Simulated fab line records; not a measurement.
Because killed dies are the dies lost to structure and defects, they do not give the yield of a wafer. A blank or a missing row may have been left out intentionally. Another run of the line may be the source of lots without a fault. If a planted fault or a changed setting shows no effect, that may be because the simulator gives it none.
Which tool did it? ; flow sky130 ; route of 708 steps, sampled at 1 step: 15 lots, 45 wafers

== WHAT EACH GAUGE READ, for each wafer ==
SKY_VIA1_BOW_MEAS_03. Usual: VIA1_BOW 80 um, standard deviation 7.8.
lot;measured;on;VIA1_BOW (um);flag
L107;day 33 15:03;film-metro-02;74 86 86;
L108;day 33 22:20;film-metro-02;68 83 89;
L110;day 34 16:44;film-metro-01;65 82 72;
L112;day 35 05:48;film-metro-03;75 82 79;
L113;day 35 10:41;film-metro-03;74 80 72;
L114;day 35 21:36;film-metro-02;77 91 78;
L115;day 36 05:12;film-metro-02;73 78 70;
L116;day 36 20:41;film-metro-03;71 65 60;
L117;day 36 21:04;film-metro-02;89 85 86;
L118;day 37 04:18;film-metro-03;90 90 85;
L119;day 37 13:53;film-metro-02;66 82 76;
L120;day 37 17:59;film-metro-01;83 76 83;
L124;day 38 18:51;film-metro-01;84 78 84;
L127;day 39 13:46;film-metro-01;84 74 76;
L128;day 39 21:14;film-metro-03;96 87 81;

== WHICH TOOL RAN EACH LOT (tool, then ch and the chambers of the sampled wafers, then the start) ==
Before these readings, the record contains no process step.

== WHAT THE TOOLS THEMSELVES READ (means of the sampled wafers that have a number; where no wafer has one, the mark that the record gives instead) ==
The record holds no such reading with a usual standard deviation.

== THE ANSWER, worked out from the rows above alone ==
Rule: take the mean of a lot's wafers that have a number; if it is more than 3 standard deviations from the usual mean, the lot is off. A lot without any number at a reading at which 4 lots or more have one is off too. The other lots that the step has rows for count as sound. The gauges are gone through in route order, then the tools' own readings, and for those a lot's mean is taken as printed above. At the first step where some lot is off, the reading lying furthest off is the one used; lots without a number count as furthest.
Across all readings shown, no lot is off: no conclusion can be drawn from this.

== WHAT WAS PUT IN BY THE SIMULATOR ==
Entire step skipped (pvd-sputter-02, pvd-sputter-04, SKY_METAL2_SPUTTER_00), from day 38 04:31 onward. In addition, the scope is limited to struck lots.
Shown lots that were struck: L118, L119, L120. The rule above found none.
